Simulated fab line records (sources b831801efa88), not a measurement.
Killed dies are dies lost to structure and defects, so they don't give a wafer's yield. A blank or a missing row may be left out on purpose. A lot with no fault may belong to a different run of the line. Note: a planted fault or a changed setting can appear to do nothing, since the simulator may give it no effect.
fab line records	flow sky130
record: lots: 12	wafers: 36	last-day: 50
route steps=708 shown VIA1@460 METAL2@495 VIA2@510 PAD_OPEN@708
lots with no fault: from the same line, run without faults
start-h: start of the lot's first displayed wafer, in hours after the record's first day	wait-h: how many hours have passed since the lot's step before this one	" unchanged from the row above	L1.1+2: several wafers, shown together as one row	- no value, or no start was given	* or withheld: withheld	< > ~ a bound
route shown NAME@n: names a module that has steps shown in the file, with the first one's number in the route	usual: mean/standard deviation of fault-free wafers	same: alike in all rows	chamber/n: place in a boat	sites: readings site by site	_std_site: how widely they spread, as a standard deviation	_edge_site: the outer-site mean with the inner-site mean subtracted	radius-mm: how far each site lies from the wafer's centre	mask NAME#n: copy n	behind: the last tool/chamber to shape the wafer	hold: cause of the lot's hold/its duration in hours/its outcome	device: which transistor (n, p or np) failed to switch	end of line: the route-end tests of the same wafers	a step without rows: its recipe alone	killed: at the first sort, the dies lost to defects and structure; wafer yield is something else	map: per-die view of a wafer (x killed, . not killed, _ where there is no die)
set.NAME: the setting the step ran with; set.NAME@STEP: the setting that earlier step ran with	model.NAME: the simulator's own value behind a step, which no gauge read
route steps across a sampled set of lots; one table per step, one row per wafer
services: when a tool's chamber went out of use (start-h, in hours from the record's first day, below 0 if earlier), for how many hours, and the reason
== steps ==
step: SKY_VIA1_CMP_02
recipe: material: SiO2	down-force-psi: 4	platen-rpm: 60	pad-velocity-m-s: 0.94248
usual: motor-current-A: 12.3/1.8
lot.wafer	tool	chamber	start-h	wait-h	motor-current-A
L601.1	cmp-02	3	768.78	0.1	11.7
L601.3	"	2	"	"	10.6
L601.6	"	3	"	"	11.3
L602.2	cmp-01	3	774.31	0.1	14.9
L602.3	"	0	"	"	13.7
L602.4	"	1	"	"	11.8
L603.3	cmp-01	1	785.05	0.1	12.4
L603.1	"	2	"	"	10.9
L603.5	"	1	"	"	11.9
L604.3	cmp-02	0	793.48	0.0	13.0
L604.2	"	2	"	"	11.0
L604.1	"	3	"	"	11.3
L605.2	cmp-02	1	797.69	0.1	9.5
L605.5	"	1	"	"	9.7
L605.6	"	2	"	"	11.1
L606.2	cmp-02	0	806.52	0.0	12.6
L606.6	"	0	"	"	11.9
L606.5	"	1	"	"	9.8
L608.4	cmp-02	3	833.98	0.1	11.3
L608.5	"	2	"	"	11.3
L608.6	"	3	"	"	11.3
L610.1	cmp-01	3	844.84	0.1	15.7
L610.3	"	0	"	"	13.8
L610.5	"	1	"	"	11.4
L614.1	cmp-02	2	872.29	0.1	11.3
L614.2	"	3	"	"	12.1
L614.6	"	0	"	"	12.3
L620.2	cmp-01	1	920.59	0.0	11.8
L620.4	"	0	"	"	13.8
L620.6	"	2	"	"	11.4
L621.2	cmp-01	3	935.23	0.4	15.6
L621.1	"	0	"	"	14.2
L621.6	"	3	"	"	15.0
L623.3	cmp-01	1	945.37	0.0	11.5
L623.1	"	0	"	"	13.9
L623.6	"	2	"	"	10.4
step: SKY_VIA1_SPUTTER_20
recipe: material: TiN	target-thk-nm: 20	chamber-pressure-pa: 5	power-w: 4000	time-s: 80
usual: throttle-valve-pct: 29.9/0.88
lot.wafer	tool	chamber	start-h	wait-h	throttle-valve-pct
L601.1	pvd-sputter-04	-	797.05	0.0	29.3
L601.3	"	-	"	"	28.8
L601.6	"	-	"	"	28.9
L602.2	pvd-sputter-03	-	802.35	0.0	30.5
L602.3	"	-	"	"	30.6
L602.4	"	-	"	"	29.9
L603.1	pvd-sputter-04	-	813.35	0.0	29.3
L603.3	"	-	"	"	28.8
L603.5	"	-	"	"	30.7
L604.1	pvd-sputter-04	-	822.10	0.0	29.4
L604.2	"	-	"	"	29.4
L604.3	"	-	"	"	30.6
L605.2	pvd-sputter-03	-	825.79	0.0	30.4
L605.5	"	-	"	"	30.8
L605.6	"	-	"	"	30.5
L606.2	pvd-sputter-02	-	834.01	0.0	30.1
L606.5	"	-	"	"	28.2
L606.6	"	-	"	"	27.0
L608.4	pvd-sputter-03	-	862.25	0.0	30.3
L608.5	"	-	"	"	30.8
L608.6	"	-	"	"	30.3
L610.1	pvd-sputter-03	-	872.94	0.0	30.5
L610.3	"	-	"	"	30.6
L610.5	"	-	"	"	30.8
L614.1	pvd-sputter-04	-	900.09	0.0	29.6
L614.2	"	-	"	"	29.4
L614.6	"	-	"	"	29.4
L620.2	pvd-sputter-02	-	946.58	0.0	29.8
L620.4	"	-	"	"	27.2
L620.6	"	-	"	"	30.0
L621.1	pvd-sputter-03	-	961.31	0.0	30.5
L621.2	"	-	"	"	30.0
L621.6	"	-	"	"	30.3
L623.1	pvd-sputter-03	-	971.31	0.0	30.0
L623.3	"	-	"	"	30.1
L623.6	"	-	"	"	30.3
step: SKY_METAL2_EXPOSE_12
recipe: mask-id: MM2	na: 0.8	source-shape: annular	sigma-inner: 0.55	sigma-outer: 0.85	target-cd-nm: 140	dose-mj: 28
usual: exposure-dose-mJ-cm2: 28.22/0.27
lot.wafer	tool	chamber	start-h	wait-h	mask	exposure-dose-mJ-cm2
L601.1	krf-scanner-01	0	812.19	-	MM2#0	27.92
L601.3	"	0	"	"	MM2#0	27.94
L601.6	"	0	"	"	MM2#0	27.93
L602.2	krf-scanner-02	0	817.16	-	MM2#0	28.44
L602.3	"	0	"	"	MM2#0	28.52
L602.4	"	0	"	"	MM2#0	28.51
L603.1	krf-scanner-01	0	827.74	-	MM2#0	27.94
L603.3	"	0	"	"	MM2#0	27.93
L603.5	"	0	"	"	MM2#0	27.96
L604.1	krf-scanner-01	0	836.17	-	MM2#0	27.89
L604.2	"	0	"	"	MM2#0	27.90
L604.3	"	0	"	"	MM2#0	27.92
L605.2	krf-scanner-02	0	840.31	-	MM2#0	28.43
L605.5	"	0	"	"	MM2#0	28.43
L605.6	"	0	"	"	MM2#0	28.46
L606.2	krf-scanner-01	0	848.76	-	MM2#0	27.92
L606.5	"	0	"	"	MM2#0	27.90
L606.6	"	0	"	"	MM2#0	27.92
L608.4	krf-scanner-02	0	877.45	-	MM2#0	28.45
L608.5	"	0	"	"	MM2#0	28.41
L608.6	"	0	"	"	MM2#0	28.52
L610.1	krf-scanner-01	0	886.97	-	MM2#0	27.32
L610.3	"	0	"	"	MM2#0	27.32
L610.5	"	0	"	"	MM2#0	27.33
L614.1	krf-scanner-02	0	913.37	-	MM2#0	28.47
L614.2	"	0	"	"	MM2#0	28.47
L614.6	"	0	"	"	MM2#0	28.48
L620.2	krf-scanner-02	0	960.68	-	MM2#0	28.45
L620.4	"	0	"	"	MM2#0	28.45
L620.6	"	0	"	"	MM2#0	28.42
L621.1	krf-scanner-02	0	974.02	-	MM2#0	28.45
L621.2	"	0	"	"	MM2#0	28.45
L621.6	"	0	"	"	MM2#0	28.48
L623.1	krf-scanner-02	0	984.94	-	MM2#0	28.42
L623.3	"	0	"	"	MM2#0	28.42
L623.6	"	0	"	"	MM2#0	28.42
step: SKY_METAL2_CD_MEAS_15
recipe: target-cd-nm: 140
usual: cd-nm: 139.5/1.4
lot.wafer	tool	chamber	start-h	wait-h	hold	cd-nm
L601.1	cd-sem-02	-	825.31	-	-	137.4
L601.3	"	-	"	"	-	137.9
L601.6	"	-	"	"	-	137.0
L602.2	cd-sem-02	-	830.19	-	-	140.4
L602.3	"	-	"	"	-	140.6
L602.4	"	-	"	"	-	138.9
L603.1	cd-sem-01	-	840.81	-	-	137.2
L603.3	"	-	"	"	-	139.3
L603.5	"	-	"	"	-	138.7
L604.1	cd-sem-01	-	849.77	-	-	142.3
L604.2	"	-	"	"	-	141.3
L604.3	"	-	"	"	-	141.3
L605.2	cd-sem-01	-	853.54	-	-	139.2
L605.5	"	-	"	"	-	138.3
L605.6	"	-	"	"	-	139.9
L606.2	cd-sem-01	-	861.19	-	-	140.4
L606.5	"	-	"	"	-	140.6
L606.6	"	-	"	"	-	140.8
L608.4	cd-sem-02	-	890.03	-	-	139.3
L608.5	"	-	"	"	-	140.2
L608.6	"	-	"	"	-	139.5
L610.1	cd-sem-02	-	900.11	-	await-dispo/0.2h/release	145.4
L610.3	"	-	"	"	await-dispo/0.2h/release	144.6
L610.5	"	-	"	"	await-dispo/0.2h/release	145.6
L610.1	cd-sem-02	-	900.40	0.3	-	145.8
L610.3	"	-	"	"	-	144.7
L610.5	"	-	"	"	-	146.1
L614.1	cd-sem-02	-	925.77	-	-	139.1
L614.2	"	-	"	"	-	138.2
L614.6	"	-	"	"	-	138.8
L620.2	cd-sem-02	-	972.44	-	-	139.8
L620.4	"	-	"	"	-	141.1
L620.6	"	-	"	"	-	140.6
L621.1	cd-sem-02	-	986.17	-	-	138.7
L621.2	"	-	"	"	-	140.4
L621.6	"	-	"	"	-	137.5
L623.1	cd-sem-02	-	996.37	-	-	138.9
L623.3	"	-	"	"	-	138.5
L623.6	"	-	"	"	-	139.1
step: SKY_VIA2_BOW_MEAS_03
recipe: mode: bow
usual: VIA2_BOW: 87/7.4
lot.wafer	tool	chamber	start-h	wait-h	VIA2_BOW[um]
L601.1	film-metro-01	-	826.74	0.1	90
L601.3	"	-	"	"	88
L601.6	"	-	"	"	83
L602.2	film-metro-01	-	831.61	0.1	92
L602.3	"	-	"	"	89
L602.4	"	-	"	"	85
L603.1	film-metro-01	-	842.24	0.1	92
L603.3	"	-	"	"	95
L603.5	"	-	"	"	90
L604.1	film-metro-01	-	851.22	0.2	83
L604.2	"	-	"	"	72
L604.3	"	-	"	"	76
L605.2	film-metro-02	-	855.00	0.2	82
L605.5	"	-	"	"	72
L605.6	"	-	"	"	77
L606.2	film-metro-02	-	862.65	0.2	91
L606.5	"	-	"	"	79
L606.6	"	-	"	"	99
L608.4	film-metro-01	-	891.47	0.2	102
L608.5	"	-	"	"	95
L608.6	"	-	"	"	92
L610.1	film-metro-01	-	903.80	0.4	92
L610.3	"	-	"	"	95
L610.5	"	-	"	"	90
L614.1	film-metro-02	-	927.18	0.2	79
L614.2	"	-	"	"	68
L614.6	"	-	"	"	89
L620.2	film-metro-04	-	973.97	0.3	74
L620.4	"	-	"	"	74
L620.6	"	-	"	"	93
L621.1	film-metro-01	-	987.59	0.1	91
L621.2	"	-	"	"	96
L621.6	"	-	"	"	87
L623.1	film-metro-01	-	997.79	0.1	93
L623.3	"	-	"	"	95
L623.6	"	-	"	"	91
step: SKY_PAD_OPEN_PROBE_99
usual: defect-limited-yield: 82.3/1.8	killed_at_M0_to_M3: 43/6	killed_at_M4_up: 3.2/1.9	killed-at-contacts: 25/5.4	killed-at-front-end: 15/4.5	killed-at-other: 0.3/0.59	killed-dies: 87/8.7	killed-open: 47/6.7	killed-short: 39/5.7	sort_bin_3_pad_short: 0.9/0.43	sort_bin_5_function: 10.4/1.4	sort_bin_6_memory: 6.4/1.2	sort-n-pass: 405/8.7	sort-yield-pct: 82.3/1.8
same: gross-dies: 492	killed-at-back-side: 0	sort_bin_4_leakage[%]: 0	sort_bin_8_speed[%]: 0
lot.wafer	tool	chamber	start-h	wait-h	defect-limited-yield[%]	killed_at_M0_to_M3	killed_at_M4_up	killed-at-contacts	killed-at-front-end	killed-at-other	killed-dies	killed-open	killed-short	sort_bin_3_pad_short[%]	sort_bin_5_function[%]	sort_bin_6_memory[%]	sort-n-pass	sort-yield-pct[%]
L601.1	prober-01	-	1084.69	0.1	84.8	29	4	19	21	2	75	36	37	0.2	8.9	6.1	417	84.8
L601.3	prober-01	-	1084.79	0.2	84.3	38	3	26	10	0	77	36	41	1.6	8.9	5.1	415	84.3
L601.6	prober-01	-	1084.94	0.2	81.3	43	3	26	20	0	92	50	42	1.2	10.2	7.3	400	81.3
L602.2	prober-02	-	1086.79	0.1	82.3	47	5	18	16	1	87	41	45	1.4	11.2	5.1	405	82.3
L602.3	prober-02	-	1086.84	0.2	80.9	43	3	29	19	0	94	59	35	0.2	13.8	5.1	398	80.9
L602.4	prober-02	-	1086.89	0.2	81.1	45	2	32	14	0	93	53	40	0.8	11.4	6.7	399	81.1
L603.1	prober-01	-	1095.25	0.1	82.1	40	2	22	24	0	88	52	36	1.0	10.4	6.5	404	82.1
L603.3	prober-01	-	1095.35	0.2	79.9	40	2	34	23	0	99	55	43	0.8	12.0	7.3	393	79.9
L603.5	prober-01	-	1095.45	0.2	83.3	39	1	26	15	1	82	46	35	0.6	11.6	4.5	410	83.3
L604.1	prober-02	-	1102.69	0.1	83.3	36	4	25	17	0	82	44	37	1.6	8.9	6.1	410	83.3
L604.2	prober-02	-	1102.74	0.1	81.3	44	4	24	20	0	92	54	37	1.0	11.8	5.9	400	81.3
L604.3	prober-02	-	1102.79	0.2	78.7	47	6	29	23	0	105	61	44	0.6	12.0	8.7	387	78.7
L605.2	prober-01	-	1106.32	0.1	83.7	41	1	25	13	0	80	46	33	1.8	9.3	5.1	412	83.7
L605.5	prober-01	-	1106.47	0.2	80.3	55	5	21	16	0	97	57	40	0.4	11.4	7.9	395	80.3
L606.2	prober-02	-	1108.95	0.1	83.9	31	3	30	15	0	79	48	31	0.8	10.0	5.3	413	83.9
L606.5	prober-02	-	1109.10	0.2	79.7	45	1	32	22	0	100	58	42	1.2	9.6	9.6	392	79.7
L606.6	prober-02	-	1109.15	0.2	82.1	42	1	27	18	0	88	44	44	0.8	10.6	6.5	404	82.1
L608.4	prober-02	-	1133.39	0.2	86.0	42	3	21	3	0	69	34	35	0.4	6.7	6.9	423	86.0
L608.5	prober-02	-	1133.44	0.2	81.9	50	4	16	19	0	89	50	39	0.8	12.2	5.1	403	81.9
L608.6	prober-02	-	1133.49	0.2	82.3	50	4	20	12	1	87	44	43	1.0	10.2	6.5	405	82.3
L610.1	prober-02	-	1140.06	0.1	85.0	36	4	22	12	0	74	38	36	1.2	9.6	4.3	418	85.0
L610.3	prober-02	-	1140.16	0.2	81.5	43	1	31	15	1	91	60	31	0.4	10.2	7.9	401	81.5
L610.5	prober-02	-	1140.26	0.2	84.3	42	1	16	18	0	77	43	34	0.6	8.5	6.5	415	84.3
L614.1	prober-02	-	1161.49	0.1	81.7	49	2	25	14	0	90	44	45	0.8	11.2	6.3	402	81.7
L614.2	prober-02	-	1161.54	0.1	83.1	35	2	23	22	1	83	46	37	1.0	9.8	6.1	409	83.1
L614.6	prober-02	-	1161.74	0.2	83.5	40	5	23	10	3	81	47	34	0.6	10.0	5.9	411	83.5
L620.2	prober-02	-	1194.03	0.1	82.7	45	2	25	13	0	85	44	41	0.6	10.4	6.3	407	82.7
L620.4	prober-02	-	1194.13	0.2	81.7	47	2	22	19	0	90	47	42	0.6	11.6	6.1	402	81.7
L620.6	prober-02	-	1194.23	0.2	83.3	44	1	22	15	0	82	44	36	0.4	10.4	5.9	410	83.3
L621.1	prober-01	-	1208.59	0.1	82.5	38	1	28	18	1	86	46	40	1.2	11.8	4.5	406	82.5
L621.2	prober-01	-	1208.64	0.1	83.5	34	1	34	12	0	81	47	34	1.0	11.0	4.5	411	83.5
L621.6	prober-01	-	1208.84	0.2	82.7	44	1	31	9	0	85	49	36	1.6	8.7	6.9	407	82.7
L623.1	prober-01	-	1210.09	0.1	85.6	35	7	19	10	0	71	38	33	0.2	9.6	4.7	421	85.6
L623.3	prober-01	-	1210.19	0.2	81.1	48	5	29	11	0	93	59	34	1.2	12.0	5.7	399	81.1
L623.6	prober-01	-	1210.34	0.2	81.9	47	4	23	15	0	89	52	37	0.4	11.2	6.5	403	81.9
killed by level:class
L601.1 FIELD_ISO:geometric-particle:short=7 VIA1:geometric-particle:open=7 METAL2:geometric-particle:short=7 LI_CONTACT:geometric-particle:open=5 METAL1:geometric-particle:short=5 POLY_GATE:geometric-particle:open=4 LOCAL_INTERCONNECT:geometric-particle:short=4 CONTACT:geometric-particle:short=4
L601.3 LI_CONTACT:geometric-particle:open=10 CONTACT:geometric-particle:short=8 VIA2:geometric-particle:open=6 VIA1:geometric-particle:open=6 VIA3:geometric-particle:open=4 POLY_GATE:geometric-particle:short=4 METAL1:geometric-particle:short=4 METAL3:geometric-particle:short=4
L601.6 CONTACT:geometric-particle:open=12 VIA1:geometric-particle:open=9 FIELD_ISO:geometric-particle:short=8 VIA3:geometric-particle:open=7 LI_CONTACT:geometric-particle:open=6 VIA1:geometric-particle:short=5 METAL2:geometric-particle:short=5 VIA2:geometric-particle:open=5
L602.2 VIA1:geometric-particle:open=9 VIA2:geometric-particle:open=8 VIA3:geometric-particle:open=8 METAL3:geometric-particle:short=7 FIELD_ISO:geometric-particle:short=5 LI_CONTACT:geometric-particle:open=5 CONTACT:geometric-particle:short=5 VIA1:geometric-particle:short=5
L602.3 VIA1:geometric-particle:open=13 CONTACT:geometric-particle:open=10 VIA2:geometric-particle:open=7 FIELD_ISO:geometric-particle:open=6 LI_CONTACT:geometric-particle:open=6 LOCAL_INTERCONNECT:geometric-particle:short=6 CONTACT:geometric-particle:short=4 VIA3:geometric-particle:open=4
L602.4 VIA1:geometric-particle:open=10 VIA2:geometric-particle:open=10 LI_CONTACT:geometric-particle:open=8 LOCAL_INTERCONNECT:geometric-particle:short=7 CONTACT:geometric-particle:short=7 CONTACT:geometric-particle:open=7 VIA3:geometric-particle:open=7 METAL2:geometric-particle:short=5
L603.1 CONTACT:geometric-particle:open=10 VIA1:geometric-particle:open=10 FIELD_ISO:geometric-particle:open=8 LI_CONTACT:geometric-particle:open=6 METAL2:geometric-particle:short=6 VIA3:geometric-particle:open=6 FIELD_ISO:geometric-particle:short=5 METAL1:geometric-particle:short=4
L603.3 CONTACT:geometric-particle:open=13 CONTACT:geometric-particle:short=10 VIA1:geometric-particle:short=8 LI_CONTACT:geometric-particle:open=7 FIELD_ISO:geometric-particle:open=6 METAL2:geometric-particle:short=6 VIA2:geometric-particle:open=6 FIELD_ISO:geometric-particle:short=5
L603.5 VIA1:geometric-particle:open=9 CONTACT:geometric-particle:open=8 CONTACT:geometric-particle:short=7 VIA3:geometric-particle:open=6 FIELD_ISO:geometric-particle:short=5 LI_CONTACT:geometric-particle:open=5 METAL2:geometric-particle:short=5 VIA2:geometric-particle:open=5
L604.1 VIA1:geometric-particle:open=10 CONTACT:geometric-particle:open=10 VIA3:geometric-particle:open=7 CONTACT:geometric-particle:short=6 FIELD_ISO:geometric-particle:open=5 FIELD_ISO:geometric-particle:short=5 POLY_GATE:geometric-particle:short=4 LI_CONTACT:geometric-particle:open=4
L604.2 VIA1:geometric-particle:open=13 LI_CONTACT:geometric-particle:open=8 CONTACT:geometric-particle:open=8 POLY_GATE:geometric-particle:open=5 VIA1:geometric-particle:short=5 VIA2:geometric-particle:open=5 METAL2:geometric-particle:short=4 METAL3:geometric-particle:short=4
L604.3 CONTACT:geometric-particle:open=13 VIA1:geometric-particle:open=11 LI_CONTACT:geometric-particle:open=7 METAL1:geometric-particle:short=7 VIA3:geometric-particle:open=6 CONTACT:geometric-particle:short=6 POLY_GATE:geometric-particle:open=5 VIA2:geometric-particle:open=5
L605.2 CONTACT:geometric-particle:open=10 VIA1:geometric-particle:open=8 VIA3:geometric-particle:open=7 LI_CONTACT:geometric-particle:open=7 METAL1:geometric-particle:short=7 POLY_GATE:geometric-particle:open=5 LI_CONTACT:geometric-particle:short=5 VIA1:geometric-particle:short=5
L605.5 VIA1:geometric-particle:open=16 VIA3:geometric-particle:open=11 CONTACT:geometric-particle:open=7 VIA2:geometric-particle:open=7 CONTACT:geometric-particle:short=6 LI_CONTACT:geometric-particle:open=5 VIA2:geometric-particle:short=5 FIELD_ISO:geometric-particle:open=4
L606.2 CONTACT:geometric-particle:open=10 VIA1:geometric-particle:open=9 LI_CONTACT:geometric-particle:open=8 VIA3:geometric-particle:open=7 POLY_GATE:geometric-particle:open=6 CONTACT:geometric-particle:short=5 LI_CONTACT:geometric-particle:short=4 FIELD_ISO:geometric-particle:open=3
L606.5 CONTACT:geometric-particle:open=13 VIA1:geometric-particle:short=8 VIA2:geometric-particle:open=8 FIELD_ISO:geometric-particle:open=7 LI_CONTACT:geometric-particle:short=7 LI_CONTACT:geometric-particle:open=7 VIA1:geometric-particle:open=7 POLY_GATE:geometric-particle:open=6
L606.6 CONTACT:geometric-particle:open=12 LI_CONTACT:geometric-particle:open=7 FIELD_ISO:geometric-particle:short=6 METAL2:geometric-particle:short=6 VIA2:geometric-particle:open=6 METAL3:geometric-particle:short=5 METAL1:geometric-particle:short=5 VIA1:geometric-particle:open=5
L608.4 VIA1:geometric-particle:open=11 VIA1:geometric-particle:short=8 CONTACT:geometric-particle:short=7 CONTACT:geometric-particle:open=6 VIA2:geometric-particle:open=6 VIA3:geometric-particle:open=5 METAL2:geometric-particle:short=4 LI_CONTACT:geometric-particle:open=4
L608.5 VIA1:geometric-particle:open=11 VIA3:geometric-particle:open=10 CONTACT:geometric-particle:short=7 VIA2:geometric-particle:open=7 FIELD_ISO:geometric-particle:open=6 VIA1:geometric-particle:short=6 VIA2:geometric-particle:short=6 POLY_GATE:geometric-particle:open=5
L608.6 VIA1:geometric-particle:open=13 CONTACT:geometric-particle:open=9 METAL1:geometric-particle:short=9 VIA1:geometric-particle:short=6 VIA2:geometric-particle:open=5 FIELD_ISO:geometric-particle:open=4 LI_CONTACT:geometric-particle:open=4 METAL2:geometric-particle:short=4
L610.1 VIA1:geometric-particle:open=12 CONTACT:geometric-particle:open=9 VIA2:geometric-particle:open=6 LI_CONTACT:geometric-particle:open=5 POLY_GATE:geometric-particle:short=4 METAL4:geometric-particle:short=4 METAL2:geometric-particle:short=4 FIELD_ISO:geometric-particle:short=3
L610.3 CONTACT:geometric-particle:open=14 VIA1:geometric-particle:open=13 LI_CONTACT:geometric-particle:open=9 VIA2:geometric-particle:open=8 METAL1:geometric-particle:short=7 FIELD_ISO:geometric-particle:open=6 VIA3:geometric-particle:open=5 LOCAL_INTERCONNECT:geometric-particle:short=4
L610.5 VIA1:geometric-particle:open=10 FIELD_ISO:geometric-particle:short=8 METAL2:geometric-particle:short=8 VIA3:geometric-particle:open=7 FIELD_ISO:geometric-particle:open=6 LI_CONTACT:geometric-particle:open=5 VIA2:geometric-particle:short=5 CONTACT:geometric-particle:open=5
L614.1 CONTACT:geometric-particle:open=12 VIA1:geometric-particle:open=10 METAL2:geometric-particle:short=7 VIA2:geometric-particle:short=7 VIA3:geometric-particle:open=6 VIA1:geometric-particle:short=4 FIELD_ISO:geometric-particle:short=4 POLY_GATE:geometric-particle:open=4
L614.2 CONTACT:geometric-particle:open=14 FIELD_ISO:geometric-particle:open=7 VIA3:geometric-particle:open=7 FIELD_ISO:geometric-particle:short=6 VIA2:geometric-particle:open=5 VIA2:geometric-particle:short=5 POLY_GATE:geometric-particle:short=4 VIA1:geometric-particle:short=4
L614.6 CONTACT:geometric-particle:open=12 METAL2:geometric-particle:short=11 VIA1:geometric-particle:open=7 LI_CONTACT:geometric-particle:open=6 VIA3:geometric-particle:open=5 METAL1:geometric-particle:open=4 VIA1:geometric-particle:short=3 VIA2:geometric-particle:open=3
L620.2 VIA1:geometric-particle:open=14 CONTACT:geometric-particle:open=10 VIA1:geometric-particle:short=9 CONTACT:geometric-particle:short=6 POLY_GATE:geometric-particle:short=5 POLY_GATE:geometric-particle:open=4 METAL1:geometric-particle:open=4 VIA3:geometric-particle:open=4
L620.4 CONTACT:geometric-particle:open=11 VIA2:geometric-particle:open=10 VIA3:geometric-particle:open=7 METAL1:geometric-particle:short=6 VIA1:geometric-particle:open=6 VIA1:geometric-particle:short=6 METAL2:geometric-particle:short=6 FIELD_ISO:geometric-particle:open=5
L620.6 VIA2:geometric-particle:open=10 LI_CONTACT:geometric-particle:open=7 CONTACT:geometric-particle:short=7 VIA1:geometric-particle:short=7 VIA1:geometric-particle:open=6 CONTACT:geometric-particle:open=5 METAL2:geometric-particle:short=5 VIA3:geometric-particle:open=5
L621.1 VIA1:geometric-particle:open=13 CONTACT:geometric-particle:open=10 POLY_GATE:geometric-particle:short=9 LOCAL_INTERCONNECT:geometric-particle:short=6 LI_CONTACT:geometric-particle:open=5 VIA3:geometric-particle:open=5 CONTACT:geometric-particle:short=4 VIA1:geometric-particle:short=3
L621.2 CONTACT:geometric-particle:open=14 VIA2:geometric-particle:open=8 LI_CONTACT:geometric-particle:open=7 VIA3:geometric-particle:open=7 LOCAL_INTERCONNECT:geometric-particle:short=7 POLY_GATE:geometric-particle:short=5 VIA1:geometric-particle:short=5 VIA3:geometric-particle:short=4
L621.6 CONTACT:geometric-particle:open=11 VIA3:geometric-particle:open=8 LI_CONTACT:geometric-particle:open=7 CONTACT:geometric-particle:short=7 VIA2:geometric-particle:open=7 VIA1:geometric-particle:open=6 VIA3:geometric-particle:short=6 LOCAL_INTERCONNECT:geometric-particle:short=5
L623.1 VIA1:geometric-particle:open=10 CONTACT:geometric-particle:open=7 METAL1:geometric-particle:short=7 VIA2:geometric-particle:open=5 METAL4:geometric-particle:short=5 LI_CONTACT:geometric-particle:open=4 CONTACT:geometric-particle:short=4 FIELD_ISO:geometric-particle:short=3
L623.3 CONTACT:geometric-particle:open=13 VIA1:geometric-particle:open=12 POLY_GATE:geometric-particle:open=8 LI_CONTACT:geometric-particle:open=8 VIA1:geometric-particle:short=8 VIA2:geometric-particle:open=8 METAL1:geometric-particle:short=5 LOCAL_INTERCONNECT:geometric-particle:short=5
L623.6 VIA1:geometric-particle:open=15 CONTACT:geometric-particle:open=9 VIA3:geometric-particle:open=9 METAL1:geometric-particle:short=6 POLY_GATE:geometric-particle:open=5 LI_CONTACT:geometric-particle:open=5 VIA1:geometric-particle:short=5 VIA2:geometric-particle:open=5
== services ==
tool	chamber	start-h	hours	kind
cmp-02	-	745.46	0.4	repair
cmp-01	-	747.53	5.4	pm
krf-scanner-01	-	752.27	4.4	pm
cmp-01	-	752.95	4.0	pm
cmp-01	-	760.57	0.6	repair
cmp-01	-	770.32	0.8	repair
krf-scanner-02	-	771.45	0.3	repair
krf-scanner-01	-	771.87	3.6	pm
cmp-02	-	788.36	1.5	repair
krf-scanner-02	-	795.13	2.1	repair
krf-scanner-01	-	802.96	1.0	pm
cmp-01	-	809.20	3.0	repair
krf-scanner-02	-	833.74	0.8	pm
krf-scanner-02	-	836.14	0.8	pm
krf-scanner-02	-	844.14	1.3	pm
krf-scanner-02	-	862.43	1.0	pm
pvd-sputter-03	-	867.32	3.9	repair
krf-scanner-02	-	888.61	4.4	pm
krf-scanner-02	-	897.02	0.3	repair
cmp-02	-	912.00	4.0	pm
krf-scanner-02	-	919.18	0.3	repair
cmp-02	-	944.91	4.8	repair
pvd-sputter-03	-	965.07	5.4	repair
cmp-02	-	974.45	3.7	pm
== key ==
first-sign: step: SKY_METAL2_EXPOSE_12	reading: exposure-dose-mJ-cm2	direction: down	sigmas: 3.3	usual: *	struck: *
effect: step: SKY_METAL2_CD_MEAS_15	reading: visit	direction: added
met-at SKY_METAL2_EXPOSE_12
struck-lots L610
not-acting-at SKY_VIA1_CMP_02,SKY_VIA1_SPUTTER_20,SKY_VIA2_BOW_MEAS_03
onset-between 848.76 886.97
fault: kind: process-parameter-drift	tool: krf-scanner-01	chamber: -	onset-h: 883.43	steps: SKY_METAL2_EXPOSE_12	channel: dose-mj	offset: -0.63181	shape: step	acts-in: these-recipes-only	stated: 28
